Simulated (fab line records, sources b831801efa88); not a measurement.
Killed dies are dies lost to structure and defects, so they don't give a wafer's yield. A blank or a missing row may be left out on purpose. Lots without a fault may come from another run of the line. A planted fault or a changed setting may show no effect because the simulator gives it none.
A struck lot beside a sound one | flow sky130 | 15 steps out of a route of 708
Sound: wafers L906.1, L906.3, L906.6. Struck: wafer L902.5. (L902.4 of the same lot was not struck and is left out.) The cause comes at the end.
At each step with rows: each side's tool, then ch and its chambers, then its first start. Under that, the readings that differ: sound wafers | struck wafers | difference of the means | sigmas: that difference in standard deviations of wafers without a fault.
alike: readings whose means differ by less than 2 such deviations, and words and numbers that are the same on both sides. not compared: withheld readings, readings that some wafer has no value for, bounds like >300 that may hide the same value, and numbers for which the record gives no deviation and whose values overlap.
The two part at a step that has a row with sigmas, a row that says differs or no value, or rows on one side only. Numbers that don't overlap but have no deviation are shown without sigmas and don't part them. A reading that every wafer of one side lacks parts them only if that side has two wafers or more.

SKY_CONTACT_STRIP_19: strips in O2/N2.
  sound on plasma_asher-03 ch 0, day 36 18:37; struck on plasma_asher-02 ch 0, day 35 13:14
  reading                     | sound       | struck | difference | sigmas
  drypump_motor_current_A (A) | 6.5 6.5 6.5 | 5.5    | -1.0       | -2
  alike: oes_product_au, strip_time_to_endpoint_s
  not compared: rf_hours_counter_h
then, 4 steps without rows for these wafers: SKY_CONTACT_STRIP_20 (strips in post etch residue remover, time 1200 s); SKY_CONTACT_CLEAN_21 (cleans in IPA, time 180 s); SKY_CONTACT_CLEAN_22 (cleans in O3/DIW); SKY_CONTACT_SPUTTER_23 (material TiN, target thk 20 nm, time 80 s).
SKY_CONTACT_CVD_24: deposits W, target thk 340 nm, time 102.12 s.
  sound on cvd_w-01 ch 0,1, day 36 19:16; struck on cvd_w-01 ch 1, day 35 13:53
  alike: heater_power_w
SKY_CONTACT_RS_MEAS_25: measures by four-point-probe.
  sound on film_metro-02, day 36 19:23; struck on film_metro-01, day 35 14:02
  alike: CONTACT_W_RS
SKY_CONTACT_THK_MEAS_26: measures by xrf.
  sound on film_metro-02, day 36 19:30; struck on film_metro-01, day 35 14:07
  alike: CONTACT_W_THK
SKY_CONTACT_CMP_27: polishes, stops on SiO2, t overpolish 15 s, target thk 0 nm.
  sound on cmp-01 ch 0,2,3, day 36 19:37; struck on cmp-01 ch 2, day 35 14:12
  alike: edge_zone_pressure_frac, motor_current_A, overpolish_run_s, time_to_endpoint_s
then, 2 steps without rows for these wafers: SKY_METAL1_SPUTTER_00 (material Ti, target thk 15 nm, time 10 s); SKY_METAL1_SPUTTER_01 (material TiN, target thk 20 nm, time 16.7 s).
SKY_METAL1_SPUTTER_02: material AlCu, target thk 250 nm, time 13.3 s.
  sound on pvd_sputter-02, day 36 19:55; struck on pvd_sputter-03, day 35 14:30
  alike: cathode_dc_power_W, throttle_valve_pct
SKY_METAL1_SPUTTER_03: material Ti, target thk 5 nm, time 3.3 s.
  sound on pvd_sputter-02, day 36 19:56; struck on pvd_sputter-03, day 35 14:31
  reading                                   | sound            | struck | difference | sigmas
  model.Ti_of_METAL1_SPUTTER_03.thk_nm (nm) | 5.01 5.028 4.929 | 6.486  | +1.497     |
  alike: cathode_dc_power_W, throttle_valve_pct
SKY_METAL1_SPUTTER_04: material TiN, target thk 70 nm, time 58.3 s.
  sound on pvd_sputter-02, day 36 19:57; struck on pvd_sputter-03, day 35 14:32
  alike: cathode_dc_power_W, throttle_valve_pct
SKY_PAD_OPEN_PROBE_99:
  the record has rows for the sound wafers here (prober-01, day 49 19:02) and none for the struck ones

WHERE THEY PART
First at SKY_CONTACT_STRIP_19; last, within this record, at SKY_PAD_OPEN_PROBE_99.

WHY: what the simulator had put in
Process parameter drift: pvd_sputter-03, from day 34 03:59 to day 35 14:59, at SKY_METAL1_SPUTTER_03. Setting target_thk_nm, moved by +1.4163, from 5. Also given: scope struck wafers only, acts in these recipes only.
